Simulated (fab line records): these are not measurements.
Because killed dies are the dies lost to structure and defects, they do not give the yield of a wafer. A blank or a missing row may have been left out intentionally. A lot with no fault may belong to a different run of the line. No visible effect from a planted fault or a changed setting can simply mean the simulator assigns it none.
Chamber matching ; flow sky130 ; rieSi-02 running SKY_FIELD_ISO_ETCH_17: 4 sister chambers
The step etches Si in HBr/Cl2/O2, target depth 342 nm, time 97.7 s. 16 wafers are shown with their chamber, then 7 later ones without.

## WAFERS WITH THEIR CHAMBER
wafer;chamber;drypumpMotorCurrentA (A);oesProductAu (a.u.);heBacksideLeakSccm (sccm)
L598.1;3;6.01;0.975;2.63
L598.2;0;5.97;1.017;2.90
L598.6;2;5.67;1.003;2.58
L602.1;3;6.02;0.975;2.67
L602.5;1;5.92;0.990;2.69
L602.6;0;5.93;1.007;2.87
L603.2;1;5.88;0.994;2.87
L603.4;1;5.90;0.992;2.62
L603.6;3;6.00;0.991;2.50
L604.1;2;5.67;1.007;2.49
L604.2;1;5.87;0.983;2.86
L604.4;3;5.97;0.994;2.52
L612.2;0;5.93;1.013;2.92
L612.3;3;6.02;0.988;2.58
L612.6;0;5.94;1.016;2.90
L617.1;2;5.66;1.008;2.44

SIGNATURES (means of the wafers above)
reading;chamber 0;chamber 1;chamber 2;chamber 3;scatter within a chamber
drypumpMotorCurrentA;5.9425;5.8925;5.6667;6.0040;0.019
oesProductAu;1.01325;0.98975;1.00600;0.98460;0.00625
heBacksideLeakSccm;2.8975;2.7600;2.5033;2.5800;0.0809
Rule: distance of a wafer from a chamber = root of the sum over the readings of ((wafer's reading minus chamber's mean) / reading's scatter) squared. If the next closest chamber is less than 2 further off than the closest, the wafer can't be placed; otherwise it belongs to the closest. The scatter is the square root of a quotient: the sum, over the shown wafers, of each reading's squared deviation from its chamber's mean, divided by wafers minus chambers.

## WAFERS WITHOUT THEIR CHAMBER
wafer;drypumpMotorCurrentA (A);oesProductAu (a.u.);heBacksideLeakSccm (sccm)
L617.2;5.94;0.994;2.94
L617.4;5.94;1.017;2.81
L618.1;5.95;1.026;3.06
L618.2;5.97;1.003;2.59
L618.6;5.88;0.989;2.71
L621.1;6.00;0.984;2.60
L621.3;5.89;0.997;2.69

## WHICH CHAMBER EACH ONE RAN IN
wafer;from the rows above;in truth
L617.2;can't be placed: 0 or 1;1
L617.4;0;0
L618.1;0;0
L618.2;can't be placed: 3 or 0 or 1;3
L618.6;1;1
L621.1;3;3
L621.3;1;1
Correctly placed: 5 of 7. Can't be placed from these rows: 2 (the true chamber is among the candidates in 2). 0 placed wrongly.
